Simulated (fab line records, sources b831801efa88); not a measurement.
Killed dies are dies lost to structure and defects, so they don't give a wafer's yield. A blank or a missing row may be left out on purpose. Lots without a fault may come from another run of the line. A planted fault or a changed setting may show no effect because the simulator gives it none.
Which tool did it? | flow sky130 | 12 lots, 36 wafers sampled, at 3 steps of a route of 708

WHAT THE GAUGES READ, wafer by wafer
SKY_CONTACT_THK_MEAS_03. Usual: CONTACT_HDPCVD_THK 570 nm, standard deviation 6.6.
lot  | measured     | on            | CONTACT_HDPCVD_THK (nm) | flag
L754 | day 30 10:06 | film_metro-01 | 571 575 570             |
L755 | day 31 06:50 | film_metro-02 | 573 571 570             |
L756 | day 31 12:59 | film_metro-01 | 567 577 566             |
L757 | day 32 05:08 | film_metro-02 | 561 577 562             |
L759 | day 32 08:26 | film_metro-01 | 565 562 564             |
L758 | day 32 12:15 | film_metro-01 | 578 570 563             |
L760 | day 33 00:11 | film_metro-02 | 567 578 564             |
L763 | day 34 03:02 | film_metro-02 | 566 568 572             |
L767 | day 35 16:12 | film_metro-01 | 665 687 683             | OFF
L768 | day 35 23:55 | film_metro-01 | 688 682 686             | OFF
L770 | day 36 16:55 | film_metro-02 | 567 565 574             |
L772 | day 37 13:10 | film_metro-01 | 569 564 569             |

WHICH TOOL RAN EACH LOT (tool, then ch and the chambers of the sampled wafers, then the start)
lot  | SKY_LI_CONTACT_ETCH_15             | SKY_CONTACT_HDPCVD_02
L754 | rie_diel-04 ch 1,2,3, day 29 03:13 | hdpcvd-01 ch 0,2, day 30 10:02
L755 | rie_diel-01 ch 0,2, day 30 00:26   | hdpcvd-02 ch 1,2, day 31 06:46
L756 | rie_diel-01 ch 0,2, day 30 06:40   | hdpcvd-02 ch 0,1,2, day 31 12:56
L757 | rie_diel-01 ch 0,2,3, day 30 22:58 | hdpcvd-02 ch 0,2, day 32 05:02
L759 | rie_diel-04 ch 0,1,2, day 31 02:49 | hdpcvd-01 ch 0,1, day 32 08:22
L758 | rie_diel-01 ch 0,2, day 31 05:57   | hdpcvd-01 ch 0,1,2, day 32 12:10
L760 | rie_diel-03 ch 0,1,3, day 31 18:10 | hdpcvd-01 ch 0,1,2, day 33 00:06
L763 | rie_diel-04 ch 1,2,3, day 32 21:37 | hdpcvd-01 ch 0,2, day 34 02:55
L767 | rie_diel-04 ch 0,1,3, day 34 11:25 | hdpcvd-02 ch 0,1,2, day 35 16:08
L768 | rie_diel-01 ch 0,3, day 34 19:05   | hdpcvd-02 ch 1,2, day 35 23:50
L770 | rie_diel-01 ch 0,3, day 35 12:04   | hdpcvd-01 ch 0,2, day 36 16:50
L772 | rie_diel-04 ch 1,2, day 36 08:49   | hdpcvd-01 ch 0,1, day 37 13:06
- SKY_LI_CONTACT_ETCH_15: etches PSG in C4F8/O2/Ar, stops on Si, target depth 600 nm.
- SKY_CONTACT_HDPCVD_02: deposits SiO2, target thk 565 nm, time 94.2 s.

WHAT THE TOOLS THEMSELVES READ (means of the sampled wafers that have a number; where no wafer has one, the mark that the record gives instead)
SKY_LI_CONTACT_ETCH_15. Usual: oes_product_au 0.837 a.u., standard deviation 0.0046.
lot  | tool        | oes_product_au (a.u.) | flag
L754 | rie_diel-04 | 0.832                 |
L755 | rie_diel-01 | 0.835                 |
L756 | rie_diel-01 | 0.841                 |
L757 | rie_diel-01 | 0.839                 |
L759 | rie_diel-04 | 0.835                 |
L758 | rie_diel-01 | 0.838                 |
L760 | rie_diel-03 | 0.833                 |
L763 | rie_diel-04 | 0.834                 |
L767 | rie_diel-04 | 0.842                 |
L768 | rie_diel-01 | 0.843                 |
L770 | rie_diel-01 | 0.839                 |
L772 | rie_diel-04 | 0.841                 |

SKY_CONTACT_HDPCVD_02. Usual: sih4_flow_sccm 59.98 sccm, standard deviation 0.19.
lot  | tool      | sih4_flow_sccm (sccm) | flag
L754 | hdpcvd-01 | 59.99                 |
L755 | hdpcvd-02 | 59.88                 |
L756 | hdpcvd-02 | 60.14                 |
L757 | hdpcvd-02 | 60.02                 |
L759 | hdpcvd-01 | 60.03                 |
L758 | hdpcvd-01 | 60.03                 |
L760 | hdpcvd-01 | 60.06                 |
L763 | hdpcvd-01 | 60.15                 |
L767 | hdpcvd-02 | 71.82                 | OFF
L768 | hdpcvd-02 | 72.01                 | OFF
L770 | hdpcvd-01 | 59.97                 |
L772 | hdpcvd-01 | 60.05                 |

THE ANSWER, worked out from the rows above alone
Rule: a lot is off if the mean of its wafers that have a number lies more than 3 standard deviations from the usual mean. A lot without any number at a reading at which 4 lots or more have one is off too. The other lots that the step has rows for count as sound. The gauges are gone through in route order, then the tools' own readings, and for those a lot's mean is taken as printed above. The first step at which some lot is off is used, and at that step the reading that is off furthest; a lot without a number counts as furthest.
Off: L767, L768, at SKY_CONTACT_THK_MEAS_03 (CONTACT_HDPCVD_THK).
A tool fits if, at a process step before that reading, it ran every lot that is off, and no sound lot after the first of them. The gauges at SKY_CONTACT_THK_MEAS_03 aren't tried: what is off there is off at SKY_CONTACT_HDPCVD_02 too, on other tools, and a gauge's error can't cause that. One fits: hdpcvd-02 at SKY_CONTACT_HDPCVD_02. Its last sound lot is L757 (day 32 05:02), its first lot that is off L767 (day 35 16:08): a fault that began between those two fits.
The tool's own readings at SKY_CONTACT_HDPCVD_02 bear it out: on the lots that are off they differ by more than 5 times the standard deviation of the sound lots' means. sih4_flow_sccm reads 71.91 sccm there against 60.03 sccm on the sound lots.

WHAT THE SIMULATOR HAD PUT IN
Process parameter drift: hdpcvd-02, from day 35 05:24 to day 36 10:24, at SKY_CONTACT_HDPCVD_02. Setting sih4_flow_sccm, moved by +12, from 60. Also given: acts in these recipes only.
Lots struck among those shown: L767, L768. The rule above found the same.
